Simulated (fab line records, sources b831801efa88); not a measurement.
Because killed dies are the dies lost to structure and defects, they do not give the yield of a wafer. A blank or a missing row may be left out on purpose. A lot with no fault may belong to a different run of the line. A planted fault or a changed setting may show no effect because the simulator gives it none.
Which of the tools did it? ; flow sfq line ; 6 lots with 16 wafers sampled at 3 steps, on a route of 325 steps

WHAT THE GAUGES SHOWED, per wafer
SFQ_I0_BOW_MEAS_907.
lot;measured;on;I0_BOW (um)
L600;day 6 14:04;film metro-01;8 -1 7
L602;day 7 07:39;film metro-01;-4 -11 - -
L606;day 8 07:04;film metro-01;-3 9
L613;day 11 16:51;film metro-01;-1 -3 13
L616;day 12 22:51;film metro-02;-4 -6 -3
L618;day 13 18:51;film metro-01;-5 3 -8

WHICH TOOL RAN EACH LOT (tool, then ch and the chambers of the sampled wafers, then the start)
lot;SFQ_TRILAYER_L0_VIA_STRIP_STRIP_017;SFQ_TRILAYER_I0_CMP_CMP_028
L600;rie metal-01 ch 0,1, day 5 13:50;cmp-01 ch 0,1, day 6 11:01
L602;rie metal-04 ch 0,1, day 6 03:14;cmp-01 ch 2,3, day 7 06:34
L606;rie metal-01 ch 0,1, day 7 06:22;cmp-01 ch 0,1, day 8 05:59
L613;rie metal-01 ch 0,1, day 10 10:08;cmp-02 ch 1,2,3, day 11 14:51
L616;rie metal-01 ch 0,1, day 11 01:17;cmp-02 ch 1,2,3, day 12 20:51
L618;rie metal-03 ch 1, day 11 18:05;cmp-01 ch 0,3, day 13 15:51
- SFQ_TRILAYER_L0_VIA_STRIP_STRIP_017: strips in O2.
- SFQ_TRILAYER_I0_CMP_CMP_028: polishes SiO2.

THE ANSWER, worked out from the rows above alone
Rule: the usual values come from the lots themselves. Put in order of their means at a reading, lots are off if they are a third of the lots or fewer, leave a main group of 4 or more, and stand apart from it by a gap of 3 or more times the standard deviation of the main group's means; of several such gaps the widest counts. Not used: any main group whose means are identical at the precision the tables above print for the reading. A lot without any number at a reading at which 4 lots or more have one is off too. All remaining lots with rows at the step are treated as sound.
Across all readings shown, no lot is off: no conclusion can be drawn from this.

WHAT THE SIMULATOR PUT IN
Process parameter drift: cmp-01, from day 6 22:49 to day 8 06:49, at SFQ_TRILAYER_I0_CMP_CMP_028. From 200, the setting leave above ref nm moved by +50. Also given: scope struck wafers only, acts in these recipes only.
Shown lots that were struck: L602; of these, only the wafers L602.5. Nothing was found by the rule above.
